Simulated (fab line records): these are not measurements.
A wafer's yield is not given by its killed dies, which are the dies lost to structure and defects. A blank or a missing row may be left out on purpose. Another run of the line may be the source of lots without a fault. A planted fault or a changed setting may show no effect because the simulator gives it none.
Matching of chambers | flow gf180mcu | GF_POLY_GATE_ETCH_13 on rie_si-02 has 4 sister chambers
The step etches poly-Si in HBr/Cl2, stops on SiO2, target depth 198.5 nm, time 69.6 s. 14 wafers are shown with their chamber, then 7 later ones without.

== WAFERS, EACH WITH ITS CHAMBER ==
wafer  | chamber | drypump_motor_current_A (A) | run_length_s (s) | oes_product_au (a.u.)
L458.2 | 0       | 6.4                         | 97.5             | 0.987
L458.3 | 2       | 5.3                         | 97.4             | 0.991
L458.4 | 3       | 5.6                         | 98.0             | 0.992
L460.1 | 0       | 6.4                         | 97.4             | 0.989
L460.2 | 3       | 5.6                         | 98.1             | 0.995
L460.6 | 2       | 5.3                         | 97.4             | 0.989
L461.1 | 2       | 5.3                         | 97.7             | 1.000
L461.2 | 3       | 5.6                         | 98.3             | 1.008
L461.3 | 1       | 5.6                         | 98.0             | 0.990
L472.3 | 3       | 5.6                         | 98.1             | 0.992
L472.5 | 0       | 6.4                         | 97.4             | 0.993
L472.6 | 3       | 5.5                         | 97.8             | 1.005
L473.1 | 1       | 5.5                         | 97.7             | 0.987
L473.3 | 3       | 5.6                         | 98.0             | 0.988

SIGNATURES (averages over the wafers above)
reading                 | chamber 0 | chamber 1 | chamber 2 | chamber 3 | scatter within a chamber
drypump_motor_current_A | 6.400     | 5.550     | 5.300     | 5.583     | 0.0365
run_length_s            | 97.433    | 97.850    | 97.500    | 98.050    | 0.157
oes_product_au          | 0.98967   | 0.98850   | 0.99333   | 0.99667   | 0.00641
Rule: distance of a wafer from a chamber = root of the sum over the readings of ((wafer's reading minus chamber's mean) / reading's scatter) squared. The wafer belongs to the nearest chamber; if the next one is less than 2 further off, it can't be placed. The scatter: the root of (the sum of the squares of (reading less its chamber's mean) over the shown wafers, divided by (wafers less chambers)).

== WAFERS WITH NO CHAMBER GIVEN ==
wafer  | drypump_motor_current_A (A) | run_length_s (s) | oes_product_au (a.u.)
L473.6 | 5.6                         | 98.6             | 0.987
L476.3 | 6.4                         | 97.1             | 0.982
L476.4 | 6.4                         | 97.8             | 0.990
L476.5 | 5.3                         | 97.7             | 0.989
L478.1 | 5.6                         | 97.8             | 0.990
L478.3 | 6.4                         | 97.2             | 0.991
L478.4 | 6.4                         | 97.4             | 0.985

== EACH ONE'S CHAMBER ==
wafer  | from the rows above     | in truth
L473.6 | can't be placed: 3 or 1 | 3
L476.3 | 0                       | 0
L476.4 | 0                       | 0
L476.5 | 2                       | 2
L478.1 | can't be placed: 1 or 3 | 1
L478.3 | 0                       | 0
L478.4 | 0                       | 0
Placed correctly: 5 of 7. Not placeable from these rows: 2 (in 2, the candidates include the true chamber). Wrongly placed: 0.
